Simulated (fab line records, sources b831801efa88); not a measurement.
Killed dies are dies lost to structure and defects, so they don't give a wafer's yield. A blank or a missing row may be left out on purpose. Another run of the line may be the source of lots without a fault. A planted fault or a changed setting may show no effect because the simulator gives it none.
8D (eight disciplines) problem report, filled in by code || flow sfq_line || the parts of the form that need people (team, actions taken, sign-off) are left out

== 1. WHAT WENT WRONG ==
M1_NB_RS at SFQ_M1_RS_MEAS_909 reads a mean of 0.486 ohm/sq on 2 wafers of 1 lot; wafers without a fault read 0.887 ohm/sq with a standard deviation of 0.0095. That is -42 standard deviations from the usual mean.
The step: measures by four-point-probe.
First observed at day 17 06:58: wafer L637.2, on film_metro-03. Wafers with a number at this step in the record: 39, from 13 lots. By rule, "out" or "out of limits" means more than 4 standard deviations away from the usual mean. Any other wafer with a number is counted as sound.

== 2. WHAT IT IS, AND WHAT IT ISN'T ==
{"question": "which readings at this step", "is": "M1_NB_RS", "is not": "-"}
{"question": "which lots", "is": "L637", "is not": "L630, L631, L632, L634, L635, L639, L644, L647, L649, L650, L652, L653"}
{"question": "which wafers of those lots", "is": "L637.2, L637.6", "is not": "L637.4"}
{"question": "read on which gauges", "is": "film_metro-03", "is not": "film_metro-01, film_metro-02"}
{"question": "when", "is": "from day 17 06:58", "is not": "up to then (16 sound wafers); but 21 sound wafers of L639, L644, L647, L649, L650, L652, L653 came after"}

== 3. SUSPECTS, AND WHAT RULES EACH OUT ==
Counting: any tool at a process step up to the reading remains a suspect provided it ran every lot that is out. Sound lots after the first of them don't rule it out here, since some wafers of a struck lot are sound.
- the gauge at SFQ_M1_RS_MEAS_909 has been ruled out. All the wafers that are out were read on film_metro-03, but those of them that SFQ_TRILAYER_M1_ETCH_METAL_ETCH_042 has rows for are out there too, on other tools.
- rie_metal-04 at SFQ_TRILAYER_M0_BARC_OPEN_METAL_ETCH_031 (etches BARC in O2, target depth 125 nm, time 41.7 s): kept. It processed L637, the lot that is out, at day 11 18:11, and its most recent sound lot before then was L635 at day 11 13:23.
- rie_metal-03 at SFQ_TRILAYER_I0_VIA_STRIP_STRIP_035 (strips in O2): kept. It processed L637, the lot that is out, at day 17 06:03, and its most recent sound lot before then was L635 at day 17 03:39.
- pvd_sputter-04 at SFQ_TRILAYER_M1_DEP_SPUTTER_037 (material Nb, target thk 200 nm, time 133.3 s): kept. It processed L637, the lot that is out, at day 17 06:51, and its most recent sound lot before then was L635 at day 17 04:27.
The count leaves rie_metal-04 at SFQ_TRILAYER_M0_BARC_OPEN_METAL_ETCH_031, rie_metal-03 at SFQ_TRILAYER_I0_VIA_STRIP_STRIP_035, and pvd_sputter-04 at SFQ_TRILAYER_M1_DEP_SPUTTER_037.

== 4. THE CAUSE (what the simulator had put in) ==
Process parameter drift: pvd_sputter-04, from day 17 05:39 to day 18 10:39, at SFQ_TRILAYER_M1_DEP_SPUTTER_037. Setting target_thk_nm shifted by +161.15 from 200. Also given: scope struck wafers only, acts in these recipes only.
Of the 3 suspects that counting leaves, this tool is one.

== 5. SEQUENCE OF EFFECTS, ordered by route ==
Each row: a reading whose mean over the struck wafers that have a number lies more than 3 standard deviations from the usual. Only readings for which the record gives a usual standard deviation are gone through. hours: the time from each lot's start at the first step in this table that gives one to its start at this step, as a median over the lots. sigmas: the change in usual standard deviations.
{"hours": 0, "step": "SFQ_M1_RS_MEAS_909", "reading": "M1_NB_RS", "usual": "0.887 ohm/sq", "on struck wafers": 0.486, "change": -0.401, "sigmas": -42}
{"hours": 44, "step": "SFQ_TRILAYER_M1_ETCH_METAL_ETCH_042", "reading": "oes_product_au", "usual": "0.897 a.u.", "on struck wafers": 0.996, "change": "+0.099", "sigmas": "+15"}
Its process steps:
- SFQ_TRILAYER_M1_ETCH_METAL_ETCH_042: etches Nb in Cl2/Ar, stops on SiO2, target depth 240 nm, time 120 s.

== 6. WHAT WOULD HAVE CAUGHT IT SOONER ==
In this record the first reading out of limits at a measuring or inspecting step was taken at day 17 06:58, 1 hour after the fault began at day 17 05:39.
Tool readings at SFQ_TRILAYER_M1_DEP_SPUTTER_037 with a usual standard deviation given in the record: none out on any struck wafer, hence no alarm at a limit of 4 standard deviations on them.
By day 17 06:58, every lot that is out (1) had started SFQ_TRILAYER_M1_DEP_SPUTTER_037 on pvd_sputter-04. Holding the tool at that point would not have protected any of them.
